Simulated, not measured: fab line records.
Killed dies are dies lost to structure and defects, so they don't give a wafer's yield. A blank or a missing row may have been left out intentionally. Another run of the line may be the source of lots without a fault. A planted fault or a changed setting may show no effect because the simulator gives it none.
2 desks looking at one fault || flow gf180mcu || every desk sees just its own numbers, and what lay behind them comes last

FROM THE METROLOGY DESK
What the gauges read, lot by lot, whatever tool the lot ran on: means of the sampled wafers that have a number. Marked OUT: a lot whose mean sits more than 4 standard deviations from the usual mean, which makes it out of limits; the brackets give that distance.
Columns: A = V5_CVD_02_THK at GF_V5_THK_MEAS_03, usual 1456 nm; B = V5_BOW at GF_V5_BOW_MEAS_05, usual 133 um
{"lot": "L120", "first seen here": "day 26 00:52", "A": 1472, "B": 131}
{"lot": "L121", "first seen here": "day 26 14:46", "A": 1475, "B": 134}
{"lot": "L123", "first seen here": "day 27 01:21", "A": 1424, "B": 137}
{"lot": "L122", "first seen here": "day 27 06:12", "A": 1452, "B": 132}
{"lot": "L124", "first seen here": "day 27 08:02", "A": 1471, "B": 148}
{"lot": "L131", "first seen here": "day 29 20:08", "A": 1457, "B": 127}
{"lot": "L132", "first seen here": "day 30 04:31", "A": 1454, "B": 155}
{"lot": "L135", "first seen here": "day 30 18:44", "A": 1467, "B": 140}
{"lot": "L137", "first seen here": "day 31 12:31", "A": 1457, "B": 121}
{"lot": "L138", "first seen here": "day 31 16:43", "A": 1475, "B": 131}
{"lot": "L139", "first seen here": "day 31 20:08", "A": 1470, "B": 130}
{"lot": "L141", "first seen here": "day 32 13:28", "A": 1456, "B": 126}
{"lot": "L142", "first seen here": "day 32 20:06", "A": 1451, "B": 123}
Result from this desk: across the 13 lots, nothing is out of limits.

FOR THE TOOL OWNER'S DESK: cmp-02
The tool's own readings at GF_V5_CMP_04 (polishes SiO2): means of the sampled wafers that have a number, for each lot that ran on this tool. Marked OUT: a lot whose mean sits more than 4 standard deviations from the usual mean, which makes it out of limits; the brackets give that distance.
Columns: A = motor current A at GF_V5_CMP_04, usual 12.0 A
{"lot": "L122", "first seen here": "day 27 06:19", "A": 12.7}
{"lot": "L131", "first seen here": "day 29 20:15", "A": 11.8}
{"lot": "L132", "first seen here": "day 30 04:34", "A": 11.2}
Result from this desk: across the 3 lots, nothing is out of limits.

BROUGHT TOGETHER
Metrology desk: nothing out of limits seen.
Nothing out of limits was seen by the tool owner's desk.

WHAT THE SIMULATOR HAD PUT IN
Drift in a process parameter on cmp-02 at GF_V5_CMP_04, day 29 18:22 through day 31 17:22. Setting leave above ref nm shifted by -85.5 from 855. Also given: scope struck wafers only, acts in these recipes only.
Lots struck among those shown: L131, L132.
